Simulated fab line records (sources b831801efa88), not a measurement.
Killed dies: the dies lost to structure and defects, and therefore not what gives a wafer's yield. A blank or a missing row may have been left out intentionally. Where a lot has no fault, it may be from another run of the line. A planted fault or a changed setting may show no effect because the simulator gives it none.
fab line records	flow sky130
[record] lots = 7	wafers = 18	last_day = 50
route steps=708 shown POLY_CUT@312 SD_P@320 PAD_OPEN@708
lots with no fault: from the same line, run without faults
start_h: hours from the record's first day to the start of the lot's first wafer shown	wait_h: how many hours have passed since the lot's step before this one	" the same as in the row above	L1.1+2: several wafers, shown together as one row	- no value, or no start was given	* or withheld: withheld	< > ~ a bound
route shown NAME@n: NAME is a module with steps in the file, n the number in the route of the first one	usual: mean and standard deviation over wafers with no fault	same: alike in all rows	chamber/n: place in a boat	sites: per-site readings	_std_site: standard deviation across them	_edge_site: outer sites' mean less inner sites'	radius_mm: for every site, how far away it sits from the centre of the wafer	mask NAME#n: copy n	behind: tool/chamber where the wafer was last shaped	hold: the reason the lot was held/the length of the hold in hours/how it ended	device: transistor that didn't switch, given as n, p or np	end of line: at the end of the route, the tests of the same wafers	a step without rows: its recipe alone	killed: dies lost to structure and defects at the first sort, not the wafer's yield	map: per-die view of a wafer (x killed, . not killed, _ where there is no die)
set.NAME: the run value of the setting; set.NAME@STEP: its run value at that earlier step	model.NAME: the simulator's own value behind a step, which no gauge read
lots at some steps of the route; a table a step, a row a wafer
services: the hour from which a tool's chamber was out of use, counted from the record's first day as start_h (under 0 if before that day), plus the number of hours and why
[[steps]]
[step SKY_POLY_CUT_EXPOSE_05]
[recipe] mask_id = NPCM	na = 0.8	source_shape = annular	sigma_inner = 0.55	sigma_outer = 0.85	target_cd_nm = 270	dose_mj = 32
[step SKY_POLY_CUT_PEB_06]
[recipe] peb_temp_c = withheld	peb_time_s = withheld	resist = KrF-thick
[step SKY_POLY_CUT_DEVELOP_07]
[recipe] develop_time_s = 60	resist = KrF-thick	dev_temp_c = 21
[step SKY_POLY_CUT_CD_MEAS_08]
[recipe] target_cd_nm = 270
[usual] cd_nm = 269.8/1.3
lot.wafer	tool	chamber	start_h	wait_h	cd_nm
L782.2	cd_sem-02	-	638.14	-	269.5
L782.3	"	-	"	"	268.2
L782.6	"	-	"	"	269.1
L785.2	cd_sem-02	-	650.41	-	271.1
L785.4	"	-	"	"	270.9
L785.5	"	-	"	"	269.6
L791.4	cd_sem-01	-	693.81	-	270.9
L791.5	"	-	"	"	269.5
L791.6	"	-	"	"	270.2
L793.1	cd_sem-01	-	694.40	-	269.3
L793.2	"	-	"	"	269.8
L793.4	"	-	"	"	269.5
L799.2	cd_sem-01	-	737.17	-	268.9
L799.4	"	-	"	"	267.2
L800.4	cd_sem-01	-	743.86	-	270.3
L801.3	cd_sem-02	-	748.29	-	269.0
L801.4	"	-	"	"	268.7
L801.5	"	-	"	"	268.3
[step SKY_POLY_CUT_OVL_MEAS_09]
[usual] POLY_CUT_OVL = 0/5.1
lot.wafer	tool	chamber	start_h	wait_h	POLY_CUT_OVL[nm]
L782.2	overlay-02	-	638.25	0.1	8
L782.3	"	-	"	"	6
L782.6	"	-	"	"	3
L785.2	overlay-02	-	650.52	0.1	-1
L785.4	"	-	"	"	-11
L785.5	"	-	"	"	4
L791.4	overlay-02	-	693.88	0.1	-2
L791.5	"	-	"	"	2
L791.6	"	-	"	"	-4
L793.1	overlay-02	-	694.52	0.1	2
L793.2	"	-	"	"	12
L793.4	"	-	"	"	6
L799.2	overlay-01	-	737.28	0.1	-7
L799.4	"	-	"	"	-7
L800.4	overlay-02	-	743.94	0.1	-2
L801.3	overlay-02	-	748.38	0.1	2
L801.4	"	-	"	"	3
L801.5	"	-	"	"	-2
[step SKY_POLY_CUT_ETCH_10]
[recipe] chemistry = N2/H2	target = BARC	ion_energy_ev = 200	source_w = 500	bias_w = 100	pressure_mtorr = 30	n2_flow_sccm = 100	h2_flow_sccm = 200	stop_on = SiO2	time_s = 45.9	target_depth_a = 600
[usual] drypump_motor_current_A = 5.7/0.48	h2_flow_sccm = 200.0/0.69	oes_product_au = 0.855/0.0042	throttle_valve_pct = 13.227/0.0096
[same] time_s = 45.9
lot.wafer	tool	chamber	start_h	wait_h	drypump_motor_current_A	h2_flow_sccm	oes_product_au	rf_hours_counter_h	throttle_valve_pct
L782.2	rie_diel-03	3	638.28	0.0	5.6	199.9	0.848	20	13.219
L782.3	"	2	"	"	4.8	200.9	0.860	11	13.228
L782.6	"	1	"	"	6.2	199.7	0.853	-	13.222
L785.2	rie_diel-03	2	650.55	0.0	4.8	199.6	0.856	11	13.210
L785.4	"	0	"	"	5.8	199.3	0.860	54	13.237
L785.5	"	1	"	"	6.2	198.5	0.854	-	13.222
L791.4	rie_diel-04	2	693.90	0.0	5.9	199.3	0.855	17	13.237
L791.5	"	0	"	"	5.2	200.2	0.851	-	13.232
L791.6	"	3	"	"	5.5	201.3	0.854	-	13.231
L793.1	rie_diel-04	1	694.55	0.0	5.7	199.4	0.860	2	13.224
L793.2	"	0	"	"	5.2	200.6	0.854	13	13.243
L793.4	"	2	"	"	5.9	200.1	0.860	17	13.218
L799.2	rie_diel-03	3	737.31	0.0	5.6	199.8	0.855	23	13.222
L799.4	"	1	"	"	6.2	201.0	0.855	-	13.242
L800.4	rie_diel-04	2	743.98	0.0	5.9	200.3	0.845	-	13.215
L801.3	rie_diel-02	1	748.40	0.0	6.3	199.1	0.865	4	13.224
L801.4	"	2	"	"	5.9	200.3	0.853	3	13.207
L801.5	"	3	"	"	6.5	200.3	0.855	-	13.216
[step SKY_POLY_CUT_ETCH_11]
[recipe] target = Si3N4	chemistry = CF4/CH2F2/Ar	stop_on = poly-Si	source_w = 600	bias_w = 150	pressure_mtorr = 40	cf4_flow_sccm = 40	ch2f2_flow_sccm = 20	Ar_flow_sccm = 150	time_s = 42.5	target_depth_a = 600
[usual] drypump_motor_current_A = 5.7/0.48	oes_product_au = 0.831/0.0064	throttle_valve_pct = 14.993/0.0096
[same] time_s = 42.5
lot.wafer	tool	chamber	start_h	wait_h	drypump_motor_current_A	oes_product_au	rf_hours_counter_h	throttle_valve_pct
L782.2	rie_diel-03	3	638.32	0.0	5.6	0.825	20	14.989
L782.3	"	2	"	"	4.7	0.826	11	14.980
L782.6	"	1	"	"	6.2	0.832	-	15.005
L785.2	rie_diel-03	2	650.59	0.0	4.8	0.830	11	14.999
L785.4	"	0	"	"	5.8	0.832	54	15.015
L785.5	"	1	"	"	6.2	0.834	-	14.999
L791.4	rie_diel-04	2	693.94	0.0	5.9	0.832	17	15.017
L791.5	"	0	"	"	5.2	0.837	-	14.992
L791.6	"	3	"	"	5.5	0.831	-	14.991
L793.1	rie_diel-04	1	694.59	0.0	5.7	0.825	2	14.985
L793.2	"	0	"	"	5.2	0.827	13	14.991
L793.4	"	2	"	"	5.9	0.824	17	15.000
L799.2	rie_diel-03	3	737.35	0.0	5.6	0.829	23	14.991
L799.4	"	1	"	"	6.2	0.833	-	14.993
L800.4	rie_diel-04	2	744.02	0.0	5.9	0.829	-	14.983
L801.3	rie_diel-02	1	748.44	0.0	6.3	0.834	4	14.987
L801.4	"	2	"	"	5.8	0.833	3	14.992
L801.5	"	3	"	"	6.5	0.830	-	14.991
[step SKY_POLY_CUT_STRIP_12]
[recipe] chemistry = O2/N2	power_w = 1400	pressure_mtorr = 1500	platen_temp_c = withheld	o2_flow_sccm = 3000	n2_flow_sccm = 300	overash_fraction = 0.5
[usual] drypump_motor_current_A = 5.6/0.53	oes_product_au = 0.452/0.0045	strip_time_to_endpoint_s = 5.359/0.019
lot.wafer	tool	chamber	start_h	wait_h	drypump_motor_current_A	oes_product_au	rf_hours_counter_h	strip_time_to_endpoint_s
L782.2	plasma_asher-03	1	638.36	0.0	5.6	0.449	84	5.349
L782.3	"	0	"	"	6.2	0.451	-	5.349
L782.6	"	1	"	"	5.6	0.446	-	5.312
L785.2	plasma_asher-01	0	650.63	0.0	5.2	0.461	19	5.410
L785.4	"	0	"	"	5.2	0.457	-	5.375
L785.5	"	0	"	"	5.3	0.446	-	5.358
L791.4	plasma_asher-03	1	694.02	0.1	5.6	0.456	-	5.371
L791.5	"	1	"	"	5.6	0.457	-	5.374
L791.6	"	0	"	"	6.1	0.450	-	5.372
L793.1	plasma_asher-02	0	694.63	0.0	4.7	0.448	54	5.391
L793.2	"	1	"	"	5.9	0.452	54	5.386
L793.4	"	0	"	"	4.7	0.451	-	5.374
L799.2	plasma_asher-02	1	737.39	0.0	5.9	0.455	59	5.341
L799.4	"	1	"	"	5.9	0.451	-	5.318
L800.4	plasma_asher-02	0	744.07	0.0	4.7	0.453	-	5.360
L801.3	plasma_asher-01	0	748.52	0.1	5.2	0.451	-	5.366
L801.4	"	1	"	"	6.2	0.452	-	5.361
L801.5	"	1	"	"	6.2	0.446	-	5.366
[step SKY_SD_P_DEHYDRATE_00]
[recipe] temp_c = 200	time_s = 60
[step SKY_SD_P_HMDS_01]
[recipe] prime_time_s = 60	prime_temp_c = 120
[step SKY_SD_P_COAT_02]
[recipe] resist = NOVOLAK	spin_rpm = 3000	resist_thk_nm = 1140
[step SKY_SD_P_SOFTBAKE_03]
[recipe] temp_c = 90	time_s = 60	resist = NOVOLAK
[step SKY_SD_P_EXPOSE_04]
[recipe] mask_id = PSDM	na = 0.6	source_shape = conventional	sigma_outer = 0.6	polarization = unpolarized	target_cd_nm = 380	dose_mj = 138
lot.wafer	tool	chamber	start_h	wait_h	mask
L782.2+3+6	iline_stepper-01	0	652.60	-	PSDM#0
L785.2+4+5	iline_stepper-02	0	664.06	-	PSDM#0
L791.4+5+6	iline_stepper-01	0	707.18	-	PSDM#0
L793.1+2+4	iline_stepper-01	0	708.09	-	PSDM#0
L799.2+4	iline_stepper-01	0	752.16	-	PSDM#0
L800.4	iline_stepper-01	0	757.90	-	PSDM#0
L801.3+4+5	iline_stepper-01	0	762.54	-	PSDM#0
[step SKY_SD_P_PEB_05]
[recipe] temp_c = withheld	time_s = *	resist = NOVOLAK
[step SKY_SD_P_DEVELOP_06]
[recipe] resist = NOVOLAK	developer = TMAH	develop_time_s = 60	dev_temp_c = 23
[step SKY_SD_P_CD_MEAS_07]
[recipe] target_cd_nm = 380
[usual] cd_nm = 381.2/2.6
lot.wafer	tool	chamber	start_h	wait_h	hold	cd_nm
L782.2	cd_sem-01	-	665.26	0.1	-	382.4
L782.3	"	-	"	"	-	382.1
L782.6	"	-	"	"	-	382.9
L785.2	cd_sem-01	-	676.16	0.1	-	380.3
L785.4	"	-	"	"	-	380.5
L785.5	"	-	"	"	-	382.0
L791.4	cd_sem-02	-	720.61	0.1	-	381.1
L791.5	"	-	"	"	-	379.3
L791.6	"	-	"	"	-	381.3
L793.1	cd_sem-01	-	721.75	0.1	-	382.3
L793.2	"	-	"	"	-	380.3
L793.4	"	-	"	"	-	377.4
L799.2	cd_sem-02	-	765.42	0.1	await_dispo/0.2h/release	381.1
L799.4	"	-	"	"	await_dispo/0.2h/release	353.9
L799.2	cd_sem-02	-	765.71	0.3	-	381.5
L799.4	"	-	"	"	-	353.8
L800.4	cd_sem-01	-	770.01	0.1	await_dispo/0.2h/release	354.1
L800.4	cd_sem-01	-	770.30	0.3	-	353.8
L801.3	cd_sem-02	-	774.04	0.1	await_dispo/0.2h/release	351.0
L801.4	"	-	"	"	await_dispo/0.2h/release	350.7
L801.5	"	-	"	"	await_dispo/0.2h/release	381.5
L801.3	cd_sem-02	-	774.32	0.3	-	351.2
L801.4	"	-	"	"	-	351.6
L801.5	"	-	"	"	-	381.4
[step SKY_SD_P_OVL_MEAS_08]
[usual] SD_P_OVL = 1.0/1.7
lot.wafer	tool	chamber	start_h	wait_h	hold	SD_P_OVL[nm]
L782.2	overlay-02	-	665.37	0.1	-	1.4
L782.3	"	-	"	"	-	0.4
L782.6	"	-	"	"	-	1.3
L785.2	overlay-02	-	676.27	0.1	-	1.5
L785.4	"	-	"	"	-	0.2
L785.5	"	-	"	"	-	0.5
L791.4	overlay-01	-	720.69	0.1	-	-1.1
L791.5	"	-	"	"	-	1.3
L791.6	"	-	"	"	-	-0.2
L793.1	overlay-01	-	721.87	0.1	-	2.8
L793.2	"	-	"	"	-	2.7
L793.4	"	-	"	"	-	1.2
L799.2	overlay-02	-	767.99	2.3	await_dispo/2.2h/release	0.9
L799.4	"	-	"	"	await_dispo/2.2h/release	1.1
L801.3	overlay-02	-	776.45	2.1	await_dispo/2.0h/release	2.8
L801.4	"	-	"	"	await_dispo/2.0h/release	3.4
L801.5	"	-	"	"	await_dispo/2.0h/release	2.0
L800.4	overlay-02	-	777.15	6.8	await_dispo/6.8h/release	-2.8
[step SKY_PAD_OPEN_PROBE_99]
[usual] killed_at_M0_to_M3 = 44/6.9	killed_at_M4_up = 3.3/1.7	killed_at_contacts = 24/5.5	killed_at_front_end = 16/4.5	killed_at_other = 0.2/0.46	killed_dies = 87/9.1	killed_open = 48/7.3	killed_short = 39/6.2
[same] gross_dies = 492	killed_at_back_side = 0
lot.wafer	tool	chamber	start_h	wait_h	killed_at_M0_to_M3	killed_at_M4_up	killed_at_contacts	killed_at_front_end	killed_at_other	killed_dies	killed_open	killed_short
L785.2	prober-01	-	1140.21	0.1	32	3	22	17	1	75	40	35
L785.4	prober-01	-	1140.31	0.2	39	4	19	7	0	69	39	30
L785.5	prober-01	-	1140.36	0.2	43	7	14	18	0	82	41	41
L791.4	prober-01	-	1163.37	0.2	43	5	18	17	0	83	45	38
L791.5	prober-01	-	1163.42	0.2	38	7	28	24	0	97	53	44
L791.6	prober-01	-	1163.47	0.2	49	2	21	12	0	84	46	38
L793.1	prober-01	-	1169.42	0.1	38	5	24	12	0	79	39	40
L793.2	prober-01	-	1169.47	0.1	36	6	35	12	0	89	55	34
L793.4	prober-01	-	1169.57	0.2	48	4	18	7	0	77	43	34
L801.3	prober-02	-	1200.12	0.2	48	3	25	9	0	85	43	40
L801.4	prober-02	-	1200.17	0.2	49	3	23	13	0	88	47	41
L801.5	prober-02	-	1200.22	0.2	46	3	15	13	0	77	38	39
// killed by level:class
L785.2 LI_CONTACT:geometric_particle:open=6 CONTACT:geometric_particle:short=5 CONTACT:geometric_particle:open=5 VIA2:geometric_particle:open=5 FIELD_ISO:geometric_particle:open=4 LOCAL_INTERCONNECT:geometric_particle:short=4 METAL1:geometric_particle:short=4 VIA3:geometric_particle:open=4
L785.4 VIA2:geometric_particle:open=11 METAL2:geometric_particle:short=6 VIA1:geometric_particle:open=6 VIA3:geometric_particle:open=6 LI_CONTACT:geometric_particle:open=5 LOCAL_INTERCONNECT:geometric_particle:short=5 CONTACT:geometric_particle:open=5 METAL3:geometric_particle:short=4
L785.5 METAL1:geometric_particle:short=9 POLY_GATE:geometric_particle:open=7 VIA1:geometric_particle:open=7 VIA2:geometric_particle:open=6 METAL2:geometric_particle:short=5 FIELD_ISO:geometric_particle:short=4 LI_CONTACT:geometric_particle:open=4 CONTACT:geometric_particle:open=4
L791.4 VIA1:geometric_particle:open=9 METAL2:geometric_particle:short=9 LI_CONTACT:geometric_particle:open=8 VIA2:geometric_particle:open=7 FIELD_ISO:geometric_particle:short=6 CONTACT:geometric_particle:open=5 POLY_GATE:geometric_particle:short=4 POLY_GATE:geometric_particle:open=4
L791.5 CONTACT:geometric_particle:open=10 FIELD_ISO:geometric_particle:open=7 LI_CONTACT:geometric_particle:open=7 VIA1:geometric_particle:open=7 FIELD_ISO:geometric_particle:short=6 LOCAL_INTERCONNECT:geometric_particle:short=6 POLY_GATE:geometric_particle:short=5 VIA3:geometric_particle:open=5
L791.6 VIA1:geometric_particle:open=10 CONTACT:geometric_particle:open=8 METAL1:geometric_particle:short=7 VIA1:geometric_particle:short=7 METAL2:geometric_particle:short=7 POLY_GATE:geometric_particle:open=6 VIA2:geometric_particle:open=6 VIA3:geometric_particle:open=5
L793.1 CONTACT:geometric_particle:open=9 VIA1:geometric_particle:open=9 VIA2:geometric_particle:open=7 FIELD_ISO:geometric_particle:short=5 LI_CONTACT:geometric_particle:open=5 CONTACT:geometric_particle:short=5 METAL2:geometric_particle:short=5 VIA2:geometric_particle:short=5
L793.2 CONTACT:geometric_particle:open=16 VIA1:geometric_particle:open=10 LI_CONTACT:geometric_particle:open=7 CONTACT:geometric_particle:short=6 METAL1:geometric_particle:short=5 VIA3:geometric_particle:open=5 FIELD_ISO:geometric_particle:open=4 POLY_GATE:geometric_particle:open=4
L793.4 VIA1:geometric_particle:open=15 CONTACT:geometric_particle:open=7 LI_CONTACT:geometric_particle:open=7 METAL3:geometric_particle:short=6 VIA2:geometric_particle:open=5 VIA1:geometric_particle:short=5 METAL1:geometric_particle:short=4 METAL2:geometric_particle:short=4
L801.3 VIA1:geometric_particle:open=12 VIA2:geometric_particle:open=8 VIA3:geometric_particle:open=7 LOCAL_INTERCONNECT:geometric_particle:short=7 CONTACT:geometric_particle:short=6 LI_CONTACT:geometric_particle:open=5 METAL3:geometric_particle:short=5 VIA1:geometric_particle:short=4
L801.4 METAL1:geometric_particle:short=8 VIA1:geometric_particle:open=8 CONTACT:geometric_particle:open=7 VIA2:geometric_particle:open=7 VIA3:geometric_particle:open=7 LOCAL_INTERCONNECT:geometric_particle:short=6 VIA1:geometric_particle:short=5 POLY_GATE:geometric_particle:open=4
L801.5 VIA1:geometric_particle:open=10 VIA3:geometric_particle:open=8 CONTACT:geometric_particle:open=7 VIA3:geometric_particle:short=7 VIA1:geometric_particle:short=6 POLY_GATE:geometric_particle:short=5 METAL2:geometric_particle:short=3 METAL4:geometric_particle:short=3
[[services]]
tool	chamber	start_h	hours	kind
iline_stepper-01	0	615.65	-	calibration
rie_diel-04	-	623.92	14.6	pm
iline_stepper-01	-	624.35	1.7	pm
plasma_asher-02	-	668.94	2.8	pm
iline_stepper-02	-	683.69	1.7	pm
iline_stepper-01	-	689.41	8.9	pm
rie_diel-03	1	700.09	-	clean
rie_diel-03	1	700.09	21.8	scheduled_down
rie_diel-03	1	700.09	21.8	vent_cycle
iline_stepper-02	-	707.05	7.4	repair
rie_diel-04	0	718.59	6.2	repair
iline_stepper-02	0	720.96	-	calibration
rie_diel-03	0	721.88	-	clean
rie_diel-03	0	721.88	31.8	scheduled_down
rie_diel-03	0	721.88	31.8	vent_cycle
plasma_asher-03	-	732.74	14.6	pm
rie_diel-02	0	732.78	5.4	repair
iline_stepper-02	-	739.09	27.6	repair
rie_diel-04	3	739.18	6.5	repair
rie_diel-04	0	754.07	1.3	repair
rie_diel-04	-	754.43	0.2	repair
[[key]]
[first_sign] step = SKY_SD_P_CD_MEAS_07	reading = visit	direction = added
[effect] step = SKY_SD_P_CD_MEAS_07	reading = cd_nm	direction = down	sigmas = 11	usual = 381.2	struck = 352.5
met_at SKY_SD_P_EXPOSE_04
struck_wafers L799.4,L800.4,L801.3,L801.4
tester_left_out L799,L800,L801
onset_between 708.09 752.16
[fault] kind = process_parameter_drift	tool = iline_stepper-01	chamber = -	onset_h = 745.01	steps = SKY_SD_P_EXPOSE_04	channel = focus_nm	offset = 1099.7	shape = step	end_h = 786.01	scope = struck_wafers_only
// tester_left_out: of these lots the tester's yield and bins aren't shown, on N5 and GAA mostly nor the transistor test; their killed dies are dies lost to structure and defects alone, not to doping, threshold or leakage, so they don't give the yield
